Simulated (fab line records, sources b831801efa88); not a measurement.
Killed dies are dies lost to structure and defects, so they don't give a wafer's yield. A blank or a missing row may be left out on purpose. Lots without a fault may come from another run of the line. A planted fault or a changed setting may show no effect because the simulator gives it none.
fab line records | flow sky130
record lots=14 wafers=41 last_day=50
route steps=708 shown NWELL@71
lots that met no fault: from a run of the same line without faults
start_h: hours from the record's first day to the start of the lot's first wafer shown | wait_h: hours since the lot's step before | " the same as in the row above | L1.1+2: a row that stands for several wafers | - no value, or no start given | * or withheld: withheld | < > ~ a bound
route shown NAME@n: a module of which the file shows steps, and the number in the route of the first | usual: mean/standard deviation of fault-free wafers | same: alike in all rows | chamber/n: place in a boat | sites: the reading at each site | _std_site: their standard deviation | _edge_site: outer sites' mean less inner sites' | radius_mm: how far each site lies from the wafer's centre | mask NAME#n: copy n | behind: the tool/chamber that last shaped the wafer | hold: why the lot was held/for how many hours/how that ended | device: the transistor (n, p or np) that didn't switch | end of line: the same wafers' tests at the end of the route | a step without rows: its recipe alone | killed: dies lost to structure and defects at the first sort, not the wafer's yield | map: a wafer's dies, x killed, . not, _ none there
set.NAME: the setting as run; set.NAME@STEP: as run at that earlier step | model.NAME: the simulator's own value behind a step, which no gauge read
steps of the route over a sample of lots; a table a step, a row a wafer
services: from which hour (start_h, from the record's first day; less than 0 if before it) a tool's chamber was out of use, for how many hours, and why
## steps
# step SKY_NWELL_COAT_18
# recipe spin_rpm=2000 resist_thk_nm=3000
# usual resist_line_temp_C=23.01/0.1
# columns lot.wafer tool chamber start_h wait_h resist_line_temp_C
L390.4 litho_track-02 0 96.89 0.1 23.02
L390.5 " 0 " " 22.89
L390.6 " 0 " " 22.86
L392.1 litho_track-04 0 106.85 0.1 23.03
L392.4 " 0 " " 22.99
L392.5 " 0 " " 22.97
L391.2 litho_track-03 0 107.85 0.1 22.99
L391.5 " 0 " " 22.85
L391.6 " 0 " " 22.89
L394.2 litho_track-02 0 116.99 0.1 22.99
L394.4 " 0 " " 22.84
L394.6 " 0 " " 22.70
L397.5 litho_track-04 0 140.20 0.1 22.97
L397.6 " 0 " " 23.05
L396.1 litho_track-04 0 140.75 0.1 22.90
L396.5 " 0 " " 22.90
L396.6 " 0 " " 22.90
L404.1 litho_track-02 0 181.27 0.1 22.93
L404.3 " 0 " " 22.91
L404.5 " 0 " " 22.87
L406.2 litho_track-03 0 188.40 0.1 23.06
L406.4 " 0 " " 23.17
L406.6 " 0 " " 23.11
L409.1 litho_track-02 0 210.57 0.1 22.94
L409.4 " 0 " " 23.01
L409.6 " 0 " " 23.10
L408.3 litho_track-02 0 211.62 0.1 22.96
L408.4 " 0 " " 22.91
L408.5 " 0 " " 22.94
L410.2 litho_track-02 0 215.29 0.1 23.05
L410.3 " 0 " " 22.91
L410.4 " 0 " " 22.90
L411.4 litho_track-03 0 217.60 0.1 23.01
L411.5 " 0 " " 23.01
L411.6 " 0 " " 22.97
L412.1 litho_track-04 0 227.40 0.1 23.06
L412.4 " 0 " " 23.17
L412.6 " 0 " " 23.12
L413.1 litho_track-04 0 232.55 0.1 23.13
L413.2 " 0 " " 23.09
L413.4 " 0 " " 23.08
# step SKY_NWELL_STRIP_25
# recipe chemistry=O2/N2 power_w=1400 pressure_mtorr=1500 platen_temp_c=withheld o2_flow_sccm=3000 n2_flow_sccm=300 overash_fraction=0.5
# usual drypump_motor_current_A=5.5/0.35 o2_flow_sccm=2999/8.8 oes_product_au=0.723/0.0048 strip_time_to_endpoint_s=36.94/0.094
# columns lot.wafer tool chamber start_h wait_h drypump_motor_current_A o2_flow_sccm oes_product_au rf_hours_counter_h strip_time_to_endpoint_s
L390.4 plasma_asher-04 1 106.17 0.1 5.3 3001 0.717 - 36.86
L390.5 " 1 " " 5.3 3013 0.721 - 36.76
L390.6 " 0 " " 5.9 3004 0.714 - 36.91
L392.1 plasma_asher-01 1 116.85 0.1 5.5 2993 0.719 43 37.12
L392.4 " 0 " " 5.6 2997 0.725 - 36.94
L392.5 " 1 " " 5.5 3007 0.724 - 36.93
L391.2 plasma_asher-04 0 118.29 0.1 5.9 2997 0.724 0 36.83
L391.5 " 1 " " 5.4 2993 0.713 - 36.90
L391.6 " 0 " " 5.9 3002 0.720 - 36.93
L394.2 plasma_asher-01 1 126.76 0.1 5.5 2980 0.722 44 36.88
L394.4 " 1 " " 5.5 2985 0.724 - 36.86
L394.6 " 1 " " 5.5 2983 0.723 - 36.88
L397.5 plasma_asher-04 1 150.32 0.1 5.4 3005 0.731 - 36.93
L397.6 " 0 " " 5.8 3004 0.719 - 35.52
L396.1 plasma_asher-01 0 150.99 0.1 5.6 2985 0.719 46 36.83
L396.5 " 0 " " 5.6 2996 0.724 - 36.86
L396.6 " 1 " " 5.5 2993 0.726 - 35.50
L404.1 plasma_asher-02 0 192.20 0.1 5.8 2995 0.720 38 36.96
L404.3 " 1 " " 4.7 2988 0.731 - 37.09
L404.5 " 1 " " 4.7 2982 0.727 - 37.10
L406.2 plasma_asher-04 0 199.09 0.1 5.8 3005 0.726 8 36.97
L406.4 " 0 " " 5.9 3002 0.721 - 36.92
L406.6 " 1 " " 5.3 2997 0.724 - 37.01
L409.1 plasma_asher-02 0 222.61 0.1 5.8 3002 0.723 41 37.03
L409.4 " 1 " " 4.7 3000 0.717 - 37.06
L409.6 " 1 " " 4.7 3009 0.731 - 37.03
L408.3 plasma_asher-04 1 223.72 0.1 5.4 3010 0.727 - 36.95
L408.4 " 0 " " 5.9 3008 0.723 - 37.07
L408.5 " 0 " " 5.8 3005 0.725 - 36.91
L410.2 plasma_asher-01 1 227.26 0.1 5.5 3001 0.724 54 36.84
L410.3 " 0 " " 5.6 3003 0.722 - 36.92
L410.4 " 1 " " 5.5 3003 0.720 - 36.87
L411.4 plasma_asher-01 0 228.83 0.1 5.6 3005 0.723 - 36.93
L411.5 " 1 " " 5.5 3016 0.715 - 36.86
L411.6 " 0 " " 5.6 2985 0.715 - 36.92
L412.1 plasma_asher-01 0 238.24 0.1 5.6 3002 0.722 55 37.00
L412.4 " 0 " " 5.5 3005 0.724 - 36.99
L412.6 " 1 " " 5.5 2996 0.722 - 36.98
L413.1 plasma_asher-01 1 243.90 0.1 5.5 2987 0.726 56 37.09
L413.2 " 0 " " 5.6 3008 0.727 56 37.06
L413.4 " 0 " " 5.6 3008 0.719 - 37.10
## services
# columns tool chamber start_h hours kind
plasma_asher-04 - 108.75 9.0 pm
plasma_asher-04 0 108.75 9.0 vent_cycle
plasma_asher-04 1 108.75 9.0 vent_cycle
plasma_asher-04 0 117.75 - clean
plasma_asher-04 1 117.75 - clean
plasma_asher-04 - 127.10 0.7 repair
plasma_asher-02 - 168.05 1.7 repair
plasma_asher-02 - 178.86 1.6 repair
## key
first_sign step=SKY_NWELL_STRIP_25 reading=strip_time_to_endpoint_s direction=down sigmas=15 usual=* struck=*
effect none on later readings
met_at SKY_NWELL_COAT_18
struck_lots L396,L397
struck_wafers L396.6,L397.6
tester_left_out L396,L397
onset_between 106.85 140.20
fault kind=process_parameter_drift tool=litho_track-04 chamber=- onset_h=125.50 steps=SKY_NWELL_COAT_18 channel=resist_thk_nm offset=-122.3 shape=step end_h=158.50 scope=struck_wafers_only acts_in=these_recipes_only stated=3000
# tester_left_out: of these lots the tester's yield and bins aren't shown, on N5 and GAA mostly nor the transistor test; their killed dies are dies lost to structure and defects alone, not to doping, threshold or leakage, so they don't give the yield
